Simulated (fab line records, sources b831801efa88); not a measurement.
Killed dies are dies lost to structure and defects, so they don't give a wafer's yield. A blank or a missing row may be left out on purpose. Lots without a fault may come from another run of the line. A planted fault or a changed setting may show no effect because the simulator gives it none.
Which tool did it? | flow gf180mcu | 14 lots, 42 wafers sampled, at 4 steps of a route of 602

WHAT THE GAUGES READ, wafer by wafer
GF_MVSD_TW_MEAS_11. Usual: MVSD_TW 1584, standard deviation 13.
lot  | measured     | on            | MVSD_TW        | flag
L597 | day 4 12:35  | film_metro-03 | 1579 1576 1580 |
L598 | day 4 19:08  | film_metro-03 | 1582 1581 1571 |
L600 | day 5 06:57  | film_metro-01 | 1601 1596 1597 |
L601 | day 5 13:10  | film_metro-03 | 1595 1598 1596 |
L602 | day 5 15:58  | film_metro-01 | 1602 1597 1599 |
L604 | day 6 02:17  | film_metro-01 | 1600 1591 1599 |
L606 | day 6 12:23  | film_metro-02 | 1574 1576 1570 |
L608 | day 7 04:59  | film_metro-03 | 1578 1581 1575 |
L612 | day 8 10:44  | film_metro-03 | 1592 1584 1595 |
L613 | day 8 13:46  | film_metro-01 | 1594 1594 1607 |
L617 | day 9 07:50  | film_metro-03 | 1589 1582 1588 |
L618 | day 9 12:06  | film_metro-03 | 1586 1594 1598 |
L619 | day 9 22:53  | film_metro-03 | 1586 1597 1591 |
L620 | day 10 02:53 | film_metro-02 | 1576 1568 1571 |

GF_VT_IMPLANT_TW_MEAS_32. Usual: VT_IMPLANT_3_TW 270.7, standard deviation 1.3.
lot  | measured     | on            | VT_IMPLANT_3_TW   | flag
L597 | day 6 22:16  | film_metro-04 | 271.3 268.9 271.0 |
L598 | day 7 05:08  | film_metro-03 | 270.6 270.3 268.7 |
L600 | day 7 19:54  | film_metro-04 | 269.6 269.9 269.2 |
L601 | day 8 02:32  | film_metro-03 | 271.2 270.8 271.9 |
L602 | day 8 05:47  | film_metro-03 | 271.3 271.0 271.2 |
L604 | day 8 17:02  | film_metro-03 | 271.3 271.2 271.3 |
L606 | day 9 06:13  | film_metro-03 | 271.7 271.4 269.3 |
L608 | day 10 01:35 | film_metro-03 | 271.1 271.0 269.7 |
L612 | day 11 09:20 | film_metro-03 | 270.9 270.9 271.3 |
L613 | day 11 13:41 | film_metro-04 | 268.6 269.4 269.4 |
L617 | day 12 10:47 | film_metro-01 | 270.2 269.4 268.5 |
L618 | day 12 13:57 | film_metro-04 | 270.9 271.1 269.6 |
L619 | day 13 01:27 | film_metro-01 | 270.7 270.6 271.3 |
L620 | day 13 07:02 | film_metro-03 | 271.8 271.6 273.1 |

WHICH TOOL RAN EACH LOT (tool, then ch and the chambers of the sampled wafers, then the start)
lot  | GF_STI_WET_ETCH_28             | GF_MVPSD_STRIP_10
L597 | wet_bench-02 ch 1, day 2 06:21 | plasma_asher-04 ch 0,1, day 5 02:52
L598 | wet_bench-04 ch 0, day 2 11:10 | plasma_asher-01 ch 0,1, day 5 08:23
L600 | wet_bench-04 ch 2, day 2 23:04 | plasma_asher-04 ch 0,1, day 5 20:46
L601 | wet_bench-04 ch 2, day 3 03:08 | plasma_asher-04 ch 0,1, day 6 03:43
L602 | wet_bench-04 ch 2, day 3 07:13 | plasma_asher-04 ch 1, day 6 07:08
L604 | wet_bench-01 ch 1, day 3 16:59 | plasma_asher-04 ch 0,1, day 6 17:05
L606 | wet_bench-02 ch 2, day 4 02:26 | plasma_asher-01 ch 0,1, day 7 04:07
L608 | wet_bench-01 ch 2, day 4 14:53 | plasma_asher-03 ch 0,1, day 7 21:44
L612 | wet_bench-01 ch 1, day 5 15:37 | plasma_asher-03 ch 0,1, day 9 03:50
L613 | wet_bench-01 ch 0, day 5 19:22 | plasma_asher-01 ch 0,1, day 9 06:59
L617 | wet_bench-04 ch 0, day 6 11:53 | plasma_asher-03 ch 0,1, day 10 01:53
L618 | wet_bench-02 ch 0, day 6 17:02 | plasma_asher-04 ch 0,1, day 10 04:41
L619 | wet_bench-04 ch 1, day 7 00:42 | plasma_asher-03 ch 0,1, day 10 16:37
L620 | wet_bench-04 ch 0, day 7 03:20 | plasma_asher-01 ch 1, day 10 20:59
- GF_STI_WET_ETCH_28: etches SiO2 in dHF, target depth 20 nm, time 40 s.
- GF_MVPSD_STRIP_10: strips in O2/N2.

WHAT THE TOOLS THEMSELVES READ (means of the sampled wafers that have a number; where no wafer has one, the mark that the record gives instead)
GF_STI_WET_ETCH_28. Usual: bath_heat_duty_pct 6.1 %, standard deviation 0.83; run_length_s 67.0 s, standard deviation 2.6.
lot  | tool         | bath_heat_duty_pct (%) | run_length_s (s) | flag
L597 | wet_bench-02 | 7.5                    | 66.8             |
L598 | wet_bench-04 | 5.6                    | 64.8             |
L600 | wet_bench-04 | 5.8                    | 65.7             |
L601 | wet_bench-04 | 5.3                    | 66.1             |
L602 | wet_bench-04 | 5.2                    | 65.8             |
L604 | wet_bench-01 | 5.4                    | 66.2             |
L606 | wet_bench-02 | 5.2                    | 72.5             |
L608 | wet_bench-01 | 6.7                    | 67.1             |
L612 | wet_bench-01 | -                      | -                | OFF
L613 | wet_bench-01 | -                      | -                | OFF
L617 | wet_bench-04 | 5.4                    | 65.0             |
L618 | wet_bench-02 | 6.9                    | 65.8             |
L619 | wet_bench-04 | 5.7                    | 65.1             |
L620 | wet_bench-04 | 5.5                    | 65.4             |

GF_MVPSD_STRIP_10. Usual: drypump_motor_current_A 5.7 A, standard deviation 0.38; heater_power_w 363 W, standard deviation 23; o2_flow_sccm 2999 sccm, standard deviation 8.7; oes_product_au 0.722 a.u., standard deviation 0.0051; strip_time_to_endpoint_s 36.95 s, standard deviation 0.082.
lot  | tool            | drypump_motor_current_A (A) | heater_power_w (W) | o2_flow_sccm (sccm) | oes_product_au (a.u.) | strip_time_to_endpoint_s (s) | flag
L597 | plasma_asher-04 | 5.6                         | 364                | 2999                | 0.719                 | 36.93                        |
L598 | plasma_asher-01 | 5.4                         | 359                | 3009                | 0.725                 | 36.90                        |
L600 | plasma_asher-04 | 5.6                         | 363                | 2992                | 0.719                 | 36.97                        |
L601 | plasma_asher-04 | 5.8                         | 364                | 3008                | 0.724                 | 36.91                        |
L602 | plasma_asher-04 | 5.9                         | 364                | 2989                | 0.723                 | 36.89                        |
L604 | plasma_asher-04 | 5.6                         | 362                | 2998                | 0.721                 | 36.99                        |
L606 | plasma_asher-01 | 5.4                         | 359                | 3000                | 0.727                 | 36.97                        |
L608 | plasma_asher-03 | 6.0                         | 356                | 3004                | 0.719                 | 36.94                        |
L612 | plasma_asher-03 | 6.0                         | 354                | 2996                | 0.723                 | 37.09                        |
L613 | plasma_asher-01 | 5.3                         | 386                | 3003                | 0.723                 | 36.86                        |
L617 | plasma_asher-03 | 5.8                         | 355                | 2993                | 0.723                 | 36.90                        |
L618 | plasma_asher-04 | 5.6                         | 363                | 2999                | 0.723                 | 36.85                        |
L619 | plasma_asher-03 | 5.8                         | 357                | 2998                | 0.723                 | 37.04                        |
L620 | plasma_asher-01 | 5.1                         | 415                | 3009                | 0.717                 | 36.82                        |

THE ANSWER, worked out from the rows above alone
Rule: a lot is off if the mean of its wafers that have a number lies more than 3 standard deviations from the usual mean. A lot without any number at a reading at which 4 lots or more have one is off too. The other lots that the step has rows for count as sound. The gauges are gone through in route order, then the tools' own readings, and for those a lot's mean is taken as printed above. The first step at which some lot is off is used, and at that step the reading that is off furthest; a lot without a number counts as furthest.
Off: L612, L613, at GF_STI_WET_ETCH_28 (bath_heat_duty_pct). Without a number there: L612, L613.
A tool fits if, at that step or a process step before it, it ran every lot that is off, and no sound lot after the first of them. One fits: wet_bench-01 at GF_STI_WET_ETCH_28. Its last sound lot is L608 (day 4 14:53), its first lot that is off L612 (day 5 15:37): a fault that began between those two fits.
Blank at GF_STI_WET_ETCH_28 on the lots that are off, where sound lots have numbers: bath_heat_duty_pct, run_length_s.

WHAT THE SIMULATOR HAD PUT IN
Skipped step whole: wet_bench-01, from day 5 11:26 on, at GF_STI_WET_ETCH_28. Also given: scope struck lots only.
Lots struck among those shown: L612, L613. The rule above found the same.
